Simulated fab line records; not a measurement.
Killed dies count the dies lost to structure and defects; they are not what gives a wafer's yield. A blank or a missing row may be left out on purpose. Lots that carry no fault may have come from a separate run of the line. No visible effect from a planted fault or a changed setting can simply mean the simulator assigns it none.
Which of the tools did it? + flow sfq-line + 14 lots with 42 wafers sampled at 2 steps, on a route of 325 steps

## WHAT THE GAUGES READ, wafer by wafer
SFQ_M3_RS_MEAS_919: uses a four-point probe to measure. Usual: M3_NB_RS typically reads 0.887 ohm/sq, with standard deviation 0.01.
| lot  | measured     | on            | M3_NB_RS (ohm/sq) | flag |
|------|--------------|---------------|-------------------|------|
| L702 | day 39 15:50 | film-metro-03 | 0.904 0.902 0.902 |      |
| L703 | day 39 18:19 | film-metro-02 | 0.874 0.874 0.883 |      |
| L704 | day 39 19:26 | film-metro-01 | 0.906 0.898 0.895 |      |
| L706 | day 40 03:53 | film-metro-03 | 0.884 0.880 0.890 |      |
| L711 | day 42 05:03 | film-metro-03 | 0.883 0.892 0.887 |      |
| L712 | day 42 09:52 | film-metro-01 | 0.896 0.902 0.892 |      |
| L713 | day 43 02:38 | film-metro-02 | 0.873 0.888 0.883 |      |
| L714 | day 43 05:14 | film-metro-02 | 0.877 0.883 0.881 |      |
| L715 | day 44 00:27 | film-metro-03 | 0.865 0.866 0.875 |      |
| L717 | day 44 14:38 | film-metro-02 | 0.884 0.885 0.884 |      |
| L719 | day 44 20:39 | film-metro-03 | 0.883 0.886 0.885 |      |
| L721 | day 45 16:53 | film-metro-03 | 0.867 0.871 0.879 |      |
| L722 | day 46 18:17 | film-metro-03 | 0.892 0.892 0.897 |      |
| L723 | day 47 01:18 | film-metro-03 | 0.892 0.899 0.893 |      |

SFQ_I3_OVL_MEAS_923. Usual: I3_OVL typically reads 2 nm, with standard deviation 5.6.
| lot  | measured     | on         | I3_OVL (nm) | flag |
|------|--------------|------------|-------------|------|
| L702 | day 45 21:50 | overlay-01 | 10 2 3      |      |
| L703 | day 45 23:00 | overlay-01 | 2 1 1       |      |
| L704 | day 46 02:35 | overlay-01 | 0 -4 -1     |      |
| L706 | day 46 15:47 | overlay-01 | 4 5 4       |      |
| L711 | day 48 12:07 | overlay-01 | -5 1 -5     |      |
| L712 | day 49 01:23 | overlay-01 | -10 -1 3    |      |
| L713 | day 49 12:10 | overlay-01 | 10 5 13     |      |
| L714 | day 49 14:34 | overlay-01 | 11 -5 7     |      |
| L715 | day 50 06:10 | overlay-02 | 3 9 6       |      |
| L717 | day 50 20:34 | overlay-02 | -1 5 4      |      |
| L719 | day 51 07:22 | overlay-01 | -7 1 -7     |      |
| L721 | day 51 16:58 | overlay-02 | 5 0 -2      |      |
| L722 | day 52 16:53 | overlay-02 | 3 4 12      |      |
| L723 | day 52 18:13 | overlay-02 | 5 6 7       |      |

## WHAT TOOL EACH LOT RAN ON (gives the tool, then ch and the chambers of the sampled wafers, and finally the start)
Before these readings, the record contains no process step.

## AS READ BY THE TOOLS THEMSELVES (means over the sampled wafers that have a number; for cases with no such wafer, the mark the record gives instead)
The record holds no such reading with a usual standard deviation.

## THE ANSWER, worked out from the rows above alone
Rule: lot off if the mean of its wafers having a number is beyond 3 standard deviations from the usual mean. A lot without any number at a reading at which 4 lots or more have one is off too. All remaining lots with rows at the step are treated as sound. After the gauges, taken in route order, come the tools' own readings; for these a lot's mean is taken, as printed above. At the first step where some lot is off, the reading lying furthest off is the one used; lots without a number count as furthest.
Nothing can be told from this: no lot is off at any reading shown.

## WHAT HAD BEEN PUT IN BY THE SIMULATOR
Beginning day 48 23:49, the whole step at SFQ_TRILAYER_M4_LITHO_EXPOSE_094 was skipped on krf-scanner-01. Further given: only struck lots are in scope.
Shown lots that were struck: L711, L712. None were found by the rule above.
